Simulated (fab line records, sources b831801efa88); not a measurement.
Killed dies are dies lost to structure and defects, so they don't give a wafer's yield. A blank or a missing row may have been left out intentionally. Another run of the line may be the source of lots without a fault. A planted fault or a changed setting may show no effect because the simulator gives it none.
Which tool is to blame?	flow sky130	9 lots, 27 wafers sampled, at 6 steps of a route of 708

== WHAT THE GAUGES READ, wafer by wafer ==
SKY_VIA4_RS_MEAS_19: uses a four-point probe to measure. Usual: VIA4_W_RS gives 0.2263 ohm/sq (standard deviation 0.0025).
lot	measured	on	VIA4_W_RS (ohm/sq)	flag
L483	day 43 04:19	film-metro-02	0.2260 0.2278 0.2323	
L484	day 43 08:16	film-metro-02	0.2293 0.2271 0.2280	
L488	day 44 13:44	film-metro-02	0.2234 0.2209 0.2257	
L490	day 44 23:52	film-metro-01	0.2268 0.2255 0.2262	
L491	day 45 05:57	film-metro-01	0.2275 0.2302 0.2246	
L494	day 46 05:27	film-metro-03	0.4296 0.2266 0.4281	OFF
L495	day 46 07:36	film-metro-01	0.2219 0.2225 0.2234	
L496	day 46 10:13	film-metro-02	0.2269 0.4395 0.2270	OFF
L505	day 48 09:17	film-metro-02	0.2276 0.2247 0.2279	

SKY_VIA4_THK_MEAS_20: measures by xrf. Usual: VIA4_W_THK gives 496 nm (standard deviation 5.7).
lot	measured	on	VIA4_W_THK (nm)	flag
L483	day 43 04:25	film-metro-02	500 496 488	
L484	day 43 08:22	film-metro-02	492 495 496	
L488	day 44 13:51	film-metro-02	499 506 495	
L490	day 44 23:58	film-metro-01	497 499 496	
L491	day 45 06:03	film-metro-01	496 487 504	
L494	day 46 05:34	film-metro-03	265 491 262	OFF
L495	day 46 07:43	film-metro-01	508 502 500	
L496	day 46 10:19	film-metro-02	496 259 495	OFF
L505	day 48 09:24	film-metro-02	495 501 493	

== WHAT TOOL EACH LOT RAN ON (gives the tool, then ch and the chambers of the sampled wafers, and finally the start) ==
lot	SKY_METAL4_DESCUM_15	SKY_METAL4_ETCH_16	SKY_METAL4_STRIP_19	SKY_VIA4_CVD_18
L483	rie-metal-02 ch 0,1, day 42 01:58	rie-metal-02 ch 0,1, day 42 01:59	plasma-asher-01 ch 0, day 42 02:17	cvd-w-01 ch 0,1, day 43 04:08
L484	rie-metal-04 ch 0,1, day 42 06:34	rie-metal-04 ch 0,1, day 42 06:37	plasma-asher-04 ch 0,1, day 42 06:55	cvd-w-01 ch 0,1, day 43 08:07
L488	rie-metal-04 ch 0, day 43 11:57	rie-metal-04 ch 0, day 43 11:59	plasma-asher-03 ch 0, day 43 12:17	cvd-w-02 ch 0,1, day 44 13:34
L490	rie-metal-04 ch 0,1, day 43 23:58	rie-metal-04 ch 0,1, day 44 00:01	plasma-asher-04 ch 0,1, day 44 00:19	cvd-w-01 ch 0,1, day 44 23:43
L491	rie-metal-02 ch 0,1, day 44 06:01	rie-metal-02 ch 0,1, day 44 06:04	plasma-asher-01 ch 0,1, day 44 06:22	cvd-w-01 ch 0,1, day 45 05:49
L494	rie-metal-02 ch 0,1, day 45 06:18	rie-metal-02 ch 0,1, day 45 06:20	plasma-asher-03 ch 0,1, day 45 06:38	cvd-w-01 ch 0,1, day 46 05:17
L495	rie-metal-01 ch 0,1, day 45 08:30	rie-metal-01 ch 0,1, day 45 08:32	plasma-asher-04 ch 0,1, day 45 08:50	cvd-w-02 ch 0,1, day 46 07:25
L496	rie-metal-02 ch 0,1, day 45 10:55	rie-metal-02 ch 0,1, day 45 10:58	plasma-asher-04 ch 0,1, day 45 11:16	cvd-w-01 ch 0,1, day 46 10:04
L505	rie-metal-02 ch 0,1, day 47 11:19	rie-metal-02 ch 0,1, day 47 11:20	plasma-asher-04 ch 0,1, day 47 11:38	cvd-w-02 ch 0,1, day 48 09:07
- SKY_METAL4_DESCUM_15: chemistry O2, time 8 s.
- SKY_METAL4_ETCH_16: etches BARC in N2/H2, stops on SiO2, time 88.2 s, target depth 60 nm.
- SKY_METAL4_STRIP_19: strips in O2/N2.
- SKY_VIA4_CVD_18: deposits W, target thk 505 nm, time 152.14 s.

== WHAT THE TOOLS THEMSELVES READ (means of the sampled wafers that have a number; where no wafer has one, the mark that the record gives instead) ==
SKY_METAL4_DESCUM_15. Usual: drypump-motor-current-A 6.1 A, standard deviation 0.36; oes-product-au 1.000 a.u., standard deviation 0.0081; temp-c 40.01 C, standard deviation 0.1.
lot	tool	drypump-motor-current-A (A)	oes-product-au (a.u.)	temp-c (C)	flag
L483	rie-metal-02	5.9	1.005	40.08	
L484	rie-metal-04	5.9	1.003	40.04	
L488	rie-metal-04	6.3	1.008	40.11	
L490	rie-metal-04	6.1	1.005	40.07	
L491	rie-metal-02	5.7	1.012	39.97	
L494	rie-metal-02	5.8	1.005	39.97	
L495	rie-metal-01	6.3	0.994	40.06	
L496	rie-metal-02	6.0	0.996	40.17	
L505	rie-metal-02	5.8	0.998	39.98	

SKY_METAL4_ETCH_16. Usual: drypump-motor-current-A 6.1 A, standard deviation 0.35; oes-product-au 0.626 a.u., standard deviation 0.0046; throttle-valve-pct 13.205 %, standard deviation 0.0091.
lot	tool	drypump-motor-current-A (A)	oes-product-au (a.u.)	throttle-valve-pct (%)	flag
L483	rie-metal-02	5.9	0.625	13.210	
L484	rie-metal-04	5.9	0.622	13.202	
L488	rie-metal-04	6.3	0.621	13.201	
L490	rie-metal-04	6.1	0.626	13.207	
L491	rie-metal-02	5.8	0.627	13.206	
L494	rie-metal-02	5.8	0.627	13.202	
L495	rie-metal-01	6.3	0.629	13.204	
L496	rie-metal-02	6.0	0.625	13.211	
L505	rie-metal-02	5.8	0.626	13.207	

SKY_METAL4_STRIP_19. Usual: drypump-motor-current-A 6.1 A, standard deviation 0.41; oes-product-au 0.503 a.u., standard deviation 0.0051; strip-time-to-endpoint-s 6.55 s, standard deviation 0.054.
lot	tool	drypump-motor-current-A (A)	oes-product-au (a.u.)	strip-time-to-endpoint-s (s)	flag
L483	plasma-asher-01	6.7	0.502	6.50	
L484	plasma-asher-04	6.1	0.503	6.57	
L488	plasma-asher-03	6.2	0.503	6.53	
L490	plasma-asher-04	6.2	0.505	6.55	
L491	plasma-asher-01	6.0	0.500	6.54	
L494	plasma-asher-03	5.9	0.503	6.53	
L495	plasma-asher-04	6.1	0.506	6.53	
L496	plasma-asher-04	6.1	0.503	6.61	
L505	plasma-asher-04	6.1	0.504	6.58	

SKY_VIA4_CVD_18. Usual: chamber-pressure-Torr 40.00 Torr, standard deviation 0.092; heater-power-w 860 W, standard deviation 70.
lot	tool	chamber-pressure-Torr (Torr)	heater-power-w (W)	flag
L483	cvd-w-01	39.97	810	
L484	cvd-w-01	40.02	801	
L488	cvd-w-02	40.04	880	
L490	cvd-w-01	39.97	820	
L491	cvd-w-01	39.93	852	
L494	cvd-w-01	40.00	816	
L495	cvd-w-02	40.06	904	
L496	cvd-w-01	40.09	856	
L505	cvd-w-02	40.08	928	

== THE ANSWER, worked out from the rows above alone ==
Rule: lot off if the mean of its wafers having a number is beyond 3 standard deviations from the usual mean. A lot without any number at a reading at which 4 lots or more have one is off too. Any other lot the step has rows for is counted as sound. After the gauges, taken in route order, come the tools' own readings; for these a lot's mean is taken, as printed above. The first step at which some lot is off is used, and at that step the reading that is off furthest; a lot without a number counts as furthest.
Off: at SKY_VIA4_RS_MEAS_19 (VIA4_W_RS), L494, L496.
A tool fits if, at a process step before that reading, it ran every lot that is off, and no sound lot after the first of them. Those tools and the gauges at SKY_VIA4_RS_MEAS_19 are tried in the same way. One fits: SKY_VIA4_CVD_18 on cvd-w-01. Its last sound lot is L491 (day 45 05:49), its first lot that is off L494 (day 46 05:17): a fault that began between those two fits.

== WHAT WAS PUT IN BY THE SIMULATOR ==
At SKY_VIA4_CVD_18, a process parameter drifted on cvd-w-01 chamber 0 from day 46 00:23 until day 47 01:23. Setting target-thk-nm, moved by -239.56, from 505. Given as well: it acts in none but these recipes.
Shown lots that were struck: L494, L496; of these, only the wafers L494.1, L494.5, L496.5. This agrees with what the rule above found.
